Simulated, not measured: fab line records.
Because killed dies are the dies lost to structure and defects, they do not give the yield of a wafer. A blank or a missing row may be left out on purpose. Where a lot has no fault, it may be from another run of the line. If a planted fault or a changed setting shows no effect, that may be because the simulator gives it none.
Which tool is to blame? ; flow gf180mcu ; 11 lots, 31 wafers sampled, at 2 steps of a route of 602

WHAT THE GAUGES READ, wafer by wafer
GF_STI_THK_MEAS_24.
lot;measured;on;STI_CVD_23_THK (nm)
L250;day 2 04:41;film-metro-02;648 649 651
L251;day 2 09:16;film-metro-02;649 653 640
L252;day 2 14:51;film-metro-02;659 652 655
L260;day 4 10:17;film-metro-01;567 567
L261;day 4 12:54;film-metro-04;644 550 657 644 550 657
L262;day 4 17:14;film-metro-04;649 651 657
L263;day 4 23:57;film-metro-02;646 655 650
L264;day 5 03:31;film-metro-01;648 647 646
L265;day 5 09:41;film-metro-01;651 648 648
L271;day 6 15:52;film-metro-04;649 641 651
L273;day 7 01:46;film-metro-02;643 637 646

WHICH TOOL RAN EACH LOT (tool, then ch and the chambers of the sampled wafers, then the start)
lot;GF_STI_CVD_23
L250;hdpcvd-02 ch 1,2, day 2 04:35
L251;hdpcvd-02 ch 0,2, day 2 09:10
L252;hdpcvd-02 ch 0,1,2, day 2 14:46
L260;hdpcvd-02 ch 0, day 4 10:12
L261;hdpcvd-02 ch 0,1,2, day 4 12:50
L262;hdpcvd-01 ch 0,2, day 4 17:08
L263;hdpcvd-01 ch 0,1,2, day 4 23:52
L264;hdpcvd-01 ch 0,2, day 5 03:26
L265;hdpcvd-01 ch 0,2, day 5 09:36
L271;hdpcvd-01 ch 0,1,2, day 6 15:47
L273;hdpcvd-01 ch 0,2, day 7 01:41
- GF_STI_CVD_23: deposits SiO2, target thk 650 nm, time 108.3 s.

THE ANSWER, worked out from the rows above alone
Rule: usual is defined by the lots themselves. The widest of any qualifying gaps counts: lots, ordered by their means at a reading, are off when they make up no more than a third of the lots, leave a main group of 4 or more, and stand apart from it by 3 or more times the standard deviation of that group's means. If all means in a main group match to the digits the tables above print for the reading, that group is not used. A lot without any number at a reading at which 4 lots or more have one is off too. The other lots that the step has rows for count as sound.
Off: L260, L261, at GF_STI_THK_MEAS_24 (STI_CVD_23_THK). The main group: mean 649 nm, standard deviation 3.5.
A tool fits if, at a process step before that reading, it ran every lot that is off, and no sound lot after the first of them. The gauges at GF_STI_THK_MEAS_24 are tried like those tools. One candidate fits, namely hdpcvd-02 at GF_STI_CVD_23. A fault onset in the window from L252 (day 2 14:46, its last sound lot) to L260 (day 4 10:12, its first lot off) fits.

WHAT WAS PUT IN BY THE SIMULATOR
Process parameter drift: hdpcvd-02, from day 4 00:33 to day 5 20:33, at GF_STI_CVD_23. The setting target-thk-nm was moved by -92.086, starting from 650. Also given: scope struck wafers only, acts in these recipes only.
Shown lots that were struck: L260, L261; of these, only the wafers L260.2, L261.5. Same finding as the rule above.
